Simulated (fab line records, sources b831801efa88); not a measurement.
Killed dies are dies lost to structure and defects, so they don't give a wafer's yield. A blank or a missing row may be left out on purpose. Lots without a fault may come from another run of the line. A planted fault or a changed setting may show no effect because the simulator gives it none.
Split-lot experiment | flow sky130 | 5 lots, 23 wafers read, on a route of 708 steps

THE SPLIT
At SKY_LI_CONTACT_CVD_21 (deposits W, target thk 400 nm, time 120.56 s), the setting pressure_torr was moved away from the recipe's 40 Torr on 15 of the 23 wafers read, by -3.9% to +12.9%. The other wafers ran this setting at the recipe's value.

The reading is taken at the split's own step.

THE READING
W_of_LI_CONTACT_CVD_21.thk_nm (the simulator's own value, which no gauge read), in nm, at SKY_LI_CONTACT_CVD_21 (deposits W, target thk 400 nm, time 120.56 s). The file gives no usual value for it. The 8 wafers here that ran the recipe average 399.9 nm, standard deviation 4.5 nm.

wafer  | tool, chamber at the split | pressure_torr as run, Torr | against the recipe | W_of_LI_CONTACT_CVD_21.thk_nm, nm | against lot-mates on the recipe
L076.1 | cvd_w-02, 0                | 38.43                      | -3.9%              | 383.7                             | no lot-mate on the recipe
L076.2 | cvd_w-02, 1                | 38.43                      | -3.9%              | 386                               | no lot-mate on the recipe
L076.4 | cvd_w-02, 0                | 38.43                      | -3.9%              | 387.1                             | no lot-mate on the recipe
L076.5 | cvd_w-02, 0                | 38.43                      | -3.9%              | 391.9                             | no lot-mate on the recipe
L076.6 | cvd_w-02, 1                | 38.43                      | -3.9%              | 385.8                             | no lot-mate on the recipe
L079.1 | cvd_w-02, 1                | 42.61                      | +6.5%              | 411.6                             | no lot-mate on the recipe
L079.3 | cvd_w-02, 0                | 42.61                      | +6.5%              | 411.3                             | no lot-mate on the recipe
L079.4 | cvd_w-02, 1                | 42.61                      | +6.5%              | 406.8                             | no lot-mate on the recipe
L079.5 | cvd_w-02, 0                | 42.61                      | +6.5%              | 408.1                             | no lot-mate on the recipe
L079.6 | cvd_w-02, 1                | 42.61                      | +6.5%              | 407.6                             | no lot-mate on the recipe
L080.2 | cvd_w-02, 1                | 45.15                      | +12.9%             | 419.4                             | no lot-mate on the recipe
L080.3 | cvd_w-02, 1                | 45.15                      | +12.9%             | 415.5                             | no lot-mate on the recipe
L080.4 | cvd_w-02, 0                | 45.15                      | +12.9%             | 415.4                             | no lot-mate on the recipe
L080.5 | cvd_w-02, 1                | 45.15                      | +12.9%             | 421.4                             | no lot-mate on the recipe
L080.6 | cvd_w-02, 0                | 45.15                      | +12.9%             | 417.2                             | no lot-mate on the recipe
L084.3 | cvd_w-01, 0                | 40                         | recipe             | 407.3                             | -
L084.4 | cvd_w-01, 1                | 40                         | recipe             | 402.8                             | -
L084.6 | cvd_w-01, 0                | 40                         | recipe             | 405.3                             | -
L083.1 | cvd_w-02, 1                | 40                         | recipe             | 395.8                             | -
L083.3 | cvd_w-02, 1                | 40                         | recipe             | 400.6                             | -
L083.4 | cvd_w-02, 0                | 40                         | recipe             | 394.9                             | -
L083.5 | cvd_w-02, 0                | 40                         | recipe             | 396.8                             | -
L083.6 | cvd_w-02, 1                | 40                         | recipe             | 396                               | -

THE FIT
A straight line over all 23 wafers: W_of_LI_CONTACT_CVD_21.thk_nm changes by +1.71 nm for each +1% of pressure_torr; r = +0.93; the points scatter about the line by 4.3 nm.
Too few moved wafers have a lot-mate on the recipe to fit a line with each lot's own level taken away.

THE FILE'S OWN FIT
W_of_LI_CONTACT_CVD_21.thk_nm changes by +1.71 nm for each +1% of pressure_torr, r = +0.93.
